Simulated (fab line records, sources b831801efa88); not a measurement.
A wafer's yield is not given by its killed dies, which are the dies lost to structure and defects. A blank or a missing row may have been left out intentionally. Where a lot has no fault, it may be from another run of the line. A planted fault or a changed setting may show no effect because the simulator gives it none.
fab line records	flow gf180mcu	part 1 of 2: steps 1 to 24 of 35
record lots=5	wafers=15	last_day=34
route steps=602 shown V5@560 TOP_METAL@567 PASSIVATION@587
lots that met no fault: taken from a fault-free run of the same line
start_h: the number of hours between the record's first day and the start of the first shown wafer of the lot	wait_h: hours since the lot's step before	" the same as in the row above	L1.1+2: one row covering several wafers at once	- no value, or no start was given	* or withheld: withheld	< > ~ a bound
route shown NAME@n: names a module that has steps shown in the file, with the first one's number in the route	usual: mean/standard deviation taken from wafers without a fault	same: alike in all rows	chamber/n: place in a boat	sites: readings site by site	_std_site: their standard deviation	_edge_site: inner sites' mean taken away from outer sites' mean	radius_mm: for every site, how far away it sits from the centre of the wafer	mask NAME#n: copy n	behind: the last tool/chamber to shape the wafer	hold: reason for holding the lot/hours on hold/outcome of the hold	device: transistor that didn't switch, given as n, p or np	end of line: the tests these same wafers got at the end of their route	a step without rows: its recipe alone	killed: not the wafer's yield, but the dies lost to structure and defects at the first sort	map: a wafer's dies, x killed, . not, _ none there
set.NAME: the run value of the setting; set.NAME@STEP: its run value at that earlier step	model.NAME: the simulator's own value behind a step, which no gauge read
lots seen at some steps along the route; tables by step, rows by wafer
services: a tool's chamber out of use, with start hour (start_h, from the record's first day; less than 0 if before it), hours out, and reason
## steps
# step GF_V5_CLEAN_20
# recipe chemistry=DIW	dry=n2_spin
lot.wafer	tool	chamber	start_h	wait_h
L081.2+4+6	wet_bench-01	1	690.26	0.0
L082.3+4+5	wet_bench-02	1	703.91	0.0
L087.1+3+4	wet_bench-03	2	741.46	0.0
L089.1+3+5	wet_bench-02	0	747.11	0.0
L097.2+3+6	wet_bench-02	3	788.48	0.0
# step GF_V5_SPUTTER_21
# recipe material=Ti	target_thk_nm=15	chamber_pressure_pa=5	power_w=2500	substrate_temp_c=200	time_s=80.02
# usual throttle_valve_pct=30.0/1.2
lot.wafer	tool	chamber	start_h	wait_h	throttle_valve_pct
L081.2	pvd_sputter-03	-	690.36	0.0	31.9
L081.4	"	-	"	"	30.6
L081.6	"	-	"	"	30.1
L082.3	pvd_sputter-04	-	704.01	0.0	29.9
L082.4	"	-	"	"	32.7
L082.5	"	-	"	"	32.7
L087.1	pvd_sputter-04	-	741.55	0.0	29.1
L087.3	"	-	"	"	32.3
L087.4	"	-	"	"	28.8
L089.1	pvd_sputter-03	-	747.21	0.0	31.9
L089.3	"	-	"	"	29.8
L089.5	"	-	"	"	30.1
L097.2	pvd_sputter-01	-	788.58	0.0	29.2
L097.3	"	-	"	"	28.6
L097.6	"	-	"	"	29.4
# step GF_V5_SPUTTER_22
# recipe material=TiN	target_thk_nm=10	chamber_pressure_pa=5	power_w=4000	time_s=40
# usual throttle_valve_pct=30.0/1.3
lot.wafer	tool	chamber	start_h	wait_h	throttle_valve_pct
L081.2	pvd_sputter-03	-	690.42	0.0	31.6
L081.4	"	-	"	"	30.3
L081.6	"	-	"	"	29.7
L082.3	pvd_sputter-04	-	704.07	0.0	30.1
L082.4	"	-	"	"	32.5
L082.5	"	-	"	"	32.5
L087.1	pvd_sputter-04	-	741.61	0.0	29.2
L087.3	"	-	"	"	32.7
L087.4	"	-	"	"	28.9
L089.1	pvd_sputter-03	-	747.27	0.0	31.8
L089.3	"	-	"	"	30.1
L089.5	"	-	"	"	29.9
L097.2	pvd_sputter-01	-	788.64	0.0	29.3
L097.3	"	-	"	"	28.8
L097.6	"	-	"	"	29.2
# step GF_V5_CVD_23
# recipe material=W	target_thk_nm=350	time_s=104.9	temp_c=400	pressure_torr=40
# usual heater_power_w=862/42
lot.wafer	tool	chamber	start_h	wait_h	heater_power_w
L081.2	cvd_w-02	1	690.46	0.0	888
L081.4	"	0	"	"	802
L081.6	"	1	"	"	905
L082.3	cvd_w-02	0	704.15	0.1	790
L082.4	"	1	"	"	893
L082.5	"	0	"	"	792
L087.1	cvd_w-02	1	741.65	0.0	902
L087.3	"	1	"	"	912
L087.4	"	0	"	"	795
L089.1	cvd_w-02	1	747.31	0.0	887
L089.3	"	0	"	"	795
L089.5	"	0	"	"	807
L097.2	cvd_w-02	1	788.68	0.0	912
L097.3	"	1	"	"	914
L097.6	"	0	"	"	807
# step GF_V5_RS_MEAS_24
# recipe thk_meas_gauge=four-point-probe	reads=W_of_V5_CVD_23+TiN_of_V5_SPUTTER_22+Ti_of_V5_SPUTTER_21
# usual V5_W_RS=0.326/0.0038
lot.wafer	tool	chamber	start_h	wait_h	V5_W_RS[ohm/sq]
L081.2	film_metro-04	-	690.62	0.1	0.327
L081.4	"	-	"	"	0.326
L081.6	"	-	"	"	0.329
L082.3	film_metro-02	-	704.26	0.1	0.325
L082.4	"	-	"	"	0.335
L082.5	"	-	"	"	0.325
L087.1	film_metro-03	-	741.76	0.1	0.326
L087.3	"	-	"	"	0.322
L087.4	"	-	"	"	0.319
L089.1	film_metro-04	-	747.42	0.1	0.324
L089.3	"	-	"	"	0.320
L089.5	"	-	"	"	0.317
L097.2	film_metro-02	-	788.81	0.1	0.331
L097.3	"	-	"	"	0.327
L097.6	"	-	"	"	0.320
# step GF_V5_THK_MEAS_25
# recipe thk_meas_gauge=xrf	reads=W_of_V5_CVD_23
# usual V5_W_THK=350/5.4
lot.wafer	tool	chamber	start_h	wait_h	V5_W_THK[nm]
L081.2	film_metro-04	-	690.73	0.1	352
L081.4	"	-	"	"	356
L081.6	"	-	"	"	353
L082.3	film_metro-02	-	704.36	0.1	349
L082.4	"	-	"	"	337
L082.5	"	-	"	"	348
L087.1	film_metro-03	-	741.88	0.1	347
L087.3	"	-	"	"	354
L087.4	"	-	"	"	357
L089.1	film_metro-04	-	747.54	0.1	359
L089.3	"	-	"	"	363
L089.5	"	-	"	"	367
L097.2	film_metro-02	-	788.92	0.1	340
L097.3	"	-	"	"	346
L097.6	"	-	"	"	355
# step GF_V5_CMP_26
# recipe stop_on=SiO2	down_force_psi=3.5	platen_rpm=60	t_overpolish_s=15	target_thk_nm=0	pad_velocity_m_s=0.94248
# usual motor_current_A=10.6/0.87	overpolish_run_s=15.000/0.0086	slurry_filter_dp_kPa=13.53/0.14	time_to_endpoint_s=83/3.6
lot.wafer	tool	chamber	start_h	wait_h	motor_current_A	overpolish_run_s	slurry_filter_dp_kPa	time_to_endpoint_s
L081.2	cmp-01	2	690.91	0.2	12.5	14.994	13.25	83
L081.4	"	0	"	"	9.3	15.006	13.29	84
L081.6	"	1	"	"	10.5	14.994	13.53	83
L082.3	cmp-02	2	707.98	3.6	10.2	14.991	13.39	81
L082.4	"	0	"	"	9.6	15.025	13.56	79
L082.5	"	3	"	"	10.4	14.995	13.74	84
L087.3	cmp-02	3	741.99	0.1	10.7	14.992	13.66	91
L087.4	"	0	"	"	9.9	14.995	13.61	92
L087.1	"	1	"	"	10.8	15.016	13.43	90
L089.1	cmp-01	0	747.65	0.1	10.0	14.996	13.61	79
L089.3	"	2	"	"	12.6	14.999	13.42	78
L089.5	"	0	"	"	9.6	15.012	13.55	81
L097.2	cmp-02	0	789.02	0.1	9.9	15.008	13.35	84
L097.3	"	1	"	"	11.5	14.996	13.50	83
L097.6	"	3	"	"	10.6	14.988	13.64	85
# step GF_TOP_METAL_SPUTTER_00
# recipe material=Ti	target_thk_nm=37.5	arriving_ion_energy_ev=80	substrate_temp_c=200	chamber_pressure_pa=2	power_w=4000	time_s=150
# usual throttle_valve_pct=30.4/1.1
lot.wafer	tool	chamber	start_h	wait_h	throttle_valve_pct
L081.2	pvd_sputter-03	-	691.16	0.2	30.7
L081.4	"	-	"	"	29.7
L081.6	"	-	"	"	30.1
L082.3	pvd_sputter-02	-	708.28	0.2	30.2
L082.4	"	-	"	"	30.8
L082.5	"	-	"	"	31.6
L087.1	pvd_sputter-02	-	742.24	0.1	31.5
L087.3	"	-	"	"	30.1
L087.4	"	-	"	"	28.7
L089.1	pvd_sputter-04	-	747.90	0.2	29.1
L089.3	"	-	"	"	29.8
L089.5	"	-	"	"	32.6
L097.2	pvd_sputter-04	-	789.27	0.2	29.6
L097.3	"	-	"	"	32.6
L097.6	"	-	"	"	29.2
# step GF_TOP_METAL_SPUTTER_01
# recipe material=TiN	target_thk_nm=30	power_w=6500	time_s=25	chamber_pressure_pa=0.4
# usual throttle_valve_pct=30.4/1.1
lot.wafer	tool	chamber	start_h	wait_h	throttle_valve_pct
L081.2	pvd_sputter-03	-	691.26	0.1	30.7
L081.4	"	-	"	"	29.9
L081.6	"	-	"	"	29.7
L082.3	pvd_sputter-02	-	708.38	0.1	30.1
L082.4	"	-	"	"	30.7
L082.5	"	-	"	"	31.5
L087.1	pvd_sputter-02	-	742.34	0.1	31.2
L087.3	"	-	"	"	30.2
L087.4	"	-	"	"	28.9
L089.1	pvd_sputter-04	-	748.00	0.1	29.2
L089.3	"	-	"	"	29.9
L089.5	"	-	"	"	32.5
L097.2	pvd_sputter-04	-	789.37	0.1	29.7
L097.3	"	-	"	"	32.6
L097.6	"	-	"	"	29.3
# step GF_TOP_METAL_SPUTTER_02
# recipe material=AlCu	target_thk_nm=900	power_w=10600	chamber_pressure_pa=0.3	substrate_temp_c=250	gas=Ar	time_s=47.82
# usual throttle_valve_pct=30.4/1.1
lot.wafer	tool	chamber	start_h	wait_h	throttle_valve_pct
L081.2	pvd_sputter-03	-	691.30	0.0	30.8
L081.4	"	-	"	"	29.9
L081.6	"	-	"	"	29.8
L082.3	pvd_sputter-02	-	708.41	0.0	30.1
L082.4	"	-	"	"	30.7
L082.5	"	-	"	"	31.6
L087.1	pvd_sputter-02	-	742.37	0.0	31.7
L087.3	"	-	"	"	30.6
L087.4	"	-	"	"	28.5
L089.1	pvd_sputter-04	-	748.03	0.0	29.1
L089.3	"	-	"	"	29.8
L089.5	"	-	"	"	32.5
L097.2	pvd_sputter-04	-	789.40	0.0	29.5
L097.3	"	-	"	"	32.4
L097.6	"	-	"	"	29.0
# step GF_TOP_METAL_SPUTTER_03
# recipe material=Ti	target_thk_nm=5	substrate_temp_c=300	chamber_pressure_pa=0.3	power_w=3000	time_s=3.3
# usual throttle_valve_pct=30.4/1.1
lot.wafer	tool	chamber	start_h	wait_h	throttle_valve_pct
L081.2	pvd_sputter-03	-	691.34	0.0	30.5
L081.4	"	-	"	"	29.8
L081.6	"	-	"	"	30.2
L082.3	pvd_sputter-02	-	708.45	0.0	30.2
L082.4	"	-	"	"	30.9
L082.5	"	-	"	"	31.4
L087.1	pvd_sputter-02	-	742.41	0.0	31.5
L087.3	"	-	"	"	29.9
L087.4	"	-	"	"	28.7
L089.1	pvd_sputter-04	-	748.08	0.0	29.3
L089.3	"	-	"	"	30.1
L089.5	"	-	"	"	32.6
L097.2	pvd_sputter-04	-	789.44	0.0	29.5
L097.3	"	-	"	"	32.7
L097.6	"	-	"	"	29.0
# step GF_TOP_METAL_SPUTTER_04
# recipe material=TiN	target_thk_nm=25	power_w=6500	time_s=20.8	chamber_pressure_pa=0.4
# usual throttle_valve_pct=30.4/1.1
lot.wafer	tool	chamber	start_h	wait_h	throttle_valve_pct
L081.2	pvd_sputter-03	-	691.36	0.0	30.5
L081.4	"	-	"	"	29.7
L081.6	"	-	"	"	30.0
L082.3	pvd_sputter-02	-	708.47	0.0	30.1
L082.4	"	-	"	"	31.0
L082.5	"	-	"	"	31.7
L087.1	pvd_sputter-02	-	742.43	0.0	31.6
L087.3	"	-	"	"	30.1
L087.4	"	-	"	"	29.0
L089.1	pvd_sputter-04	-	748.09	0.0	29.2
L089.3	"	-	"	"	29.7
L089.5	"	-	"	"	32.6
L097.2	pvd_sputter-04	-	789.46	0.0	29.8
L097.3	"	-	"	"	32.5
L097.6	"	-	"	"	29.5
# step GF_TOP_METAL_RS_MEAS_05
# recipe thk_meas_gauge=four-point-probe	reads=TiN_of_TOP_METAL_SPUTTER_04+Ti_of_TOP_METAL_SPUTTER_03+AlCu_of_TOP_METAL_SPUTTER_02+TiN_of_TOP_METAL_SPUTTER_01+Ti_of_TOP_METAL_SPUTTER_00
# usual TOP_METAL_ALCU_RS=0.0328/0.00036
lot.wafer	tool	chamber	start_h	wait_h	TOP_METAL_ALCU_RS[ohm/sq]
L081.2	film_metro-04	-	691.41	0.0	0.0327
L081.4	"	-	"	"	0.0328
L081.6	"	-	"	"	0.0324
L082.3	film_metro-04	-	708.54	0.1	0.0330
L082.4	"	-	"	"	0.0333
L082.5	"	-	"	"	0.0327
L087.1	film_metro-02	-	742.46	0.0	0.0324
L087.3	"	-	"	"	0.0326
L087.4	"	-	"	"	0.0324
L089.1	film_metro-02	-	748.12	0.0	0.0324
L089.3	"	-	"	"	0.0328
L089.5	"	-	"	"	0.0332
L097.2	film_metro-02	-	789.51	0.0	0.0331
L097.3	"	-	"	"	0.0332
L097.6	"	-	"	"	0.0328
# step GF_TOP_METAL_THK_MEAS_06
# recipe thk_meas_gauge=xrf	reads=AlCu_of_TOP_METAL_SPUTTER_02
# usual TOP_METAL_ALCU_THK=906/9.5
lot.wafer	tool	chamber	start_h	wait_h	TOP_METAL_ALCU_THK[nm]
L081.2	film_metro-04	-	691.52	0.1	916
L081.4	"	-	"	"	908
L081.6	"	-	"	"	916
L082.3	film_metro-04	-	708.64	0.1	901
L082.4	"	-	"	"	893
L082.5	"	-	"	"	913
L087.1	film_metro-02	-	742.58	0.1	909
L087.3	"	-	"	"	905
L087.4	"	-	"	"	910
L089.1	film_metro-02	-	748.24	0.1	915
L089.3	"	-	"	"	906
L089.5	"	-	"	"	893
L097.2	film_metro-02	-	789.62	0.1	898
L097.3	"	-	"	"	896
L097.6	"	-	"	"	903
# step GF_TOP_METAL_DEHYDRATE_07
# recipe temp_c=200	time_s=60
# usual chill_plate_temp_C=23.01/0.085
lot.wafer	tool	chamber	start_h	wait_h	chill_plate_temp_C
L081.2	litho_track-02	0	700.28	8.8	22.92
L081.4	"	0	"	"	22.88
L081.6	"	0	"	"	22.99
L082.3	litho_track-04	0	714.99	6.3	23.06
L082.4	"	0	"	"	22.97
L082.5	"	0	"	"	23.00
L087.1	litho_track-03	0	750.33	7.7	23.13
L087.3	"	0	"	"	23.06
L087.4	"	0	"	"	23.04
L089.1	litho_track-03	0	754.73	6.5	23.09
L089.3	"	0	"	"	23.02
L089.5	"	0	"	"	23.12
L097.2	litho_track-02	0	796.72	7.1	22.93
L097.3	"	0	"	"	23.16
L097.6	"	0	"	"	23.02
# step GF_TOP_METAL_HMDS_08
# recipe prime_time_s=60	prime_temp_c=120
# usual chill_plate_temp_C=22.98/0.1
lot.wafer	tool	chamber	start_h	wait_h	chill_plate_temp_C
L081.2	litho_track-02	0	700.43	0.1	23.05
L081.4	"	0	"	"	23.04
L081.6	"	0	"	"	22.99
L082.3	litho_track-04	0	715.14	0.1	22.91
L082.4	"	0	"	"	23.08
L082.5	"	0	"	"	23.04
L087.1	litho_track-03	0	750.48	0.1	23.09
L087.3	"	0	"	"	23.17
L087.4	"	0	"	"	22.87
L089.1	litho_track-03	0	754.88	0.1	23.04
L089.3	"	0	"	"	22.77
L089.5	"	0	"	"	22.92
L097.2	litho_track-02	0	796.87	0.1	22.94
L097.3	"	0	"	"	22.86
L097.6	"	0	"	"	23.04
# step GF_TOP_METAL_COAT_09
# recipe resist=NOVOLAK	spin_rpm=3000	resist_thk_nm=1500
# usual chill_plate_temp_C=23.01/0.1	dispense_pressure_kPa=53/4.5
lot.wafer	tool	chamber	start_h	wait_h	chill_plate_temp_C	dispense_pressure_kPa
L081.2	litho_track-02	0	700.58	0.1	23.04	59
L081.4	"	0	"	"	23.08	59
L081.6	"	0	"	"	23.23	59
L082.3	litho_track-04	0	715.29	0.1	23.04	48
L082.4	"	0	"	"	23.08	48
L082.5	"	0	"	"	23.13	48
L087.1	litho_track-03	0	750.63	0.1	22.99	52
L087.3	"	0	"	"	23.00	52
L087.4	"	0	"	"	23.03	52
L089.1	litho_track-03	0	755.03	0.1	23.03	52
L089.3	"	0	"	"	22.99	52
L089.5	"	0	"	"	22.95	52
L097.2	litho_track-02	0	797.02	0.1	23.07	59
L097.3	"	0	"	"	22.90	59
L097.6	"	0	"	"	23.06	59
# step GF_TOP_METAL_SOFTBAKE_10
# recipe temp_c=90	time_s=60	resist=NOVOLAK
# usual chill_plate_temp_C=22.99/0.11
lot.wafer	tool	chamber	start_h	wait_h	chill_plate_temp_C
L081.2	litho_track-02	0	700.73	0.1	23.02
L081.4	"	0	"	"	23.16
L081.6	"	0	"	"	23.09
L082.3	litho_track-04	0	715.44	0.1	23.01
L082.4	"	0	"	"	22.99
L082.5	"	0	"	"	23.24
L087.1	litho_track-03	0	750.78	0.1	23.21
L087.3	"	0	"	"	23.08
L087.4	"	0	"	"	22.93
L089.1	litho_track-03	0	755.18	0.1	22.89
L089.3	"	0	"	"	22.95
L089.5	"	0	"	"	23.08
L097.2	litho_track-02	0	797.17	0.1	22.98
L097.3	"	0	"	"	22.99
L097.6	"	0	"	"	23.20
# step GF_TOP_METAL_EXPOSE_11
# recipe mask_id=MetalTop	target_cd_nm=440	na=0.6	source_shape=conventional	sigma_outer=0.6	dose_mj=170
# usual exposure_dose_mJ_cm2=169.83/0.17
lot.wafer	tool	chamber	start_h	wait_h	mask	exposure_dose_mJ_cm2
L081.2	iline_stepper-02	0	-	-	MetalTop#0	169.68
L081.4	"	0	"	"	MetalTop#0	169.75
L081.6	"	0	"	"	MetalTop#0	169.64
L082.3	iline_stepper-02	0	-	-	MetalTop#0	169.64
L082.4	"	0	"	"	MetalTop#0	169.59
L082.5	"	0	"	"	MetalTop#0	169.91
L087.1	iline_stepper-02	0	-	-	MetalTop#0	169.66
L087.3	"	0	"	"	MetalTop#0	169.56
L087.4	"	0	"	"	MetalTop#0	169.41
L089.1	iline_stepper-01	0	-	-	MetalTop#0	170.05
L089.3	"	0	"	"	MetalTop#0	169.94
L089.5	"	0	"	"	MetalTop#0	169.91
L097.2	iline_stepper-01	0	-	-	MetalTop#0	169.73
L097.3	"	0	"	"	MetalTop#0	169.63
L097.6	"	0	"	"	MetalTop#0	169.63
# step GF_TOP_METAL_PEB_12
# recipe temp_c=withheld	time_s=*	resist=NOVOLAK
# usual chill_plate_temp_C=*
lot.wafer	tool	chamber	start_h	wait_h	chill_plate_temp_C
L081.2	litho_track-02	0	-	-	*
L081.4	"	0	"	"	*
L081.6	"	0	"	"	*
L082.3	litho_track-03	0	-	-	*
L082.4	"	0	"	"	*
L082.5	"	0	"	"	*
L087.1	litho_track-03	0	-	-	*
L087.3	"	0	"	"	*
L087.4	"	0	"	"	*
L089.1	litho_track-03	0	-	-	*
L089.3	"	0	"	"	*
L089.5	"	0	"	"	*
L097.2	litho_track-02	0	-	-	*
L097.3	"	0	"	"	*
L097.6	"	0	"	"	*
# step GF_TOP_METAL_DEVELOP_13
# recipe develop_time_s=60	dev_temp_c=23
# usual chill_plate_temp_C=23.01/0.085	developer_temp_C=22.98/0.11
lot.wafer	tool	chamber	start_h	wait_h	chill_plate_temp_C	developer_temp_C
L081.2	litho_track-02	0	709.83	0.1	23.06	23.01
L081.4	"	0	"	"	23.07	23.04
L081.6	"	0	"	"	22.98	23.06
L082.3	litho_track-03	0	725.43	0.1	23.04	22.87
L082.4	"	0	"	"	22.97	23.02
L082.5	"	0	"	"	23.01	22.96
L087.1	litho_track-03	0	758.68	0.1	22.96	23.04
L087.3	"	0	"	"	22.88	23.13
L087.4	"	0	"	"	23.04	22.75
L089.1	litho_track-03	0	763.63	0.1	23.04	23.10
L089.3	"	0	"	"	23.18	23.15
L089.5	"	0	"	"	23.11	22.92
L097.2	litho_track-02	0	804.97	0.1	23.14	23.01
L097.3	"	0	"	"	23.12	23.04
L097.6	"	0	"	"	22.90	23.02
# step GF_TOP_METAL_CD_MEAS_14
# recipe target_cd_nm=440
# usual cd_nm=439.9/2.4
lot.wafer	tool	chamber	start_h	wait_h	cd_nm
L081.2	cd_sem-02	-	709.97	0.1	438.7
L081.4	"	-	"	"	438.9
L081.6	"	-	"	"	437.2
L082.3	cd_sem-01	-	725.57	0.1	436.6
L082.4	"	-	"	"	436.7
L082.5	"	-	"	"	436.9
L087.1	cd_sem-01	-	758.83	0.1	445.5
L087.3	"	-	"	"	441.7
L087.4	"	-	"	"	441.7
L089.1	cd_sem-01	-	763.78	0.1	436.8
L089.3	"	-	"	"	440.6
L089.5	"	-	"	"	441.1
L097.2	cd_sem-02	-	805.12	0.1	440.4
L097.3	"	-	"	"	439.6
L097.6	"	-	"	"	439.3
# step GF_TOP_METAL_OVL_MEAS_15
# usual TOP_METAL_OVL=-0.3/1.2
lot.wafer	tool	chamber	start_h	wait_h	TOP_METAL_OVL[nm]
L081.2	overlay-02	-	710.08	0.1	1.4
L081.4	"	-	"	"	-0.2
L081.6	"	-	"	"	-0.7
L082.3	overlay-01	-	725.66	0.1	0.2
L082.4	"	-	"	"	-1.4
L082.5	"	-	"	"	0.3
L087.1	overlay-01	-	758.95	0.1	-1.2
L087.3	"	-	"	"	-0.3
L087.4	"	-	"	"	-1.9
L089.1	overlay-01	-	763.90	0.1	-0.2
L089.3	"	-	"	"	-1.5
L089.5	"	-	"	"	-2.1
L097.2	overlay-02	-	805.23	0.1	0.3
L097.3	"	-	"	"	-0.5
L097.6	"	-	"	"	0.1
# step GF_TOP_METAL_METAL_ETCH_16
# recipe chemistry=Cl2/BCl3	mask_material=NOVOLAK	target_depth_nm=1077.5	stop_on=SiO2	pressure_mtorr=8	icp_w=800	bias_w=140	Cl2_flow_sccm=80	bcl3_flow_sccm=40	time_s=179.6
# usual drypump_motor_current_A=5.7/0.45	oes_product_au=0.965/0.0065	throttle_valve_pct=28.259/0.01
lot.wafer	tool	chamber	start_h	wait_h	drypump_motor_current_A	oes_product_au	rf_hours_counter_h	throttle_valve_pct
L081.2	rie_metal-01	0	710.16	0.1	5.0	0.965	-	28.265
L081.4	"	0	"	"	5.0	0.967	-	28.262
L081.6	"	0	"	"	5.0	0.968	-	28.244
L082.3	rie_metal-03	1	725.74	0.1	5.5	0.963	-	28.284
L082.4	"	0	"	"	6.3	0.959	-	28.271
L082.5	"	0	"	"	6.3	0.966	-	28.246
L087.1	rie_metal-02	1	758.98	0.0	5.9	0.974	6	28.246
L087.3	"	1	"	"	5.9	0.969	-	28.252
L087.4	"	0	"	"	6.0	0.965	-	28.252
L089.1	rie_metal-03	1	763.93	0.0	5.5	0.974	9	28.258
L089.3	"	1	"	"	5.5	0.970	-	28.264
L089.5	"	0	"	"	6.3	0.964	-	28.270
L097.2	rie_metal-03	0	805.26	0.0	6.3	0.963	12	28.264
L097.3	"	1	"	"	5.5	0.960	-	28.273
L097.6	"	1	"	"	5.5	0.963	-	28.258
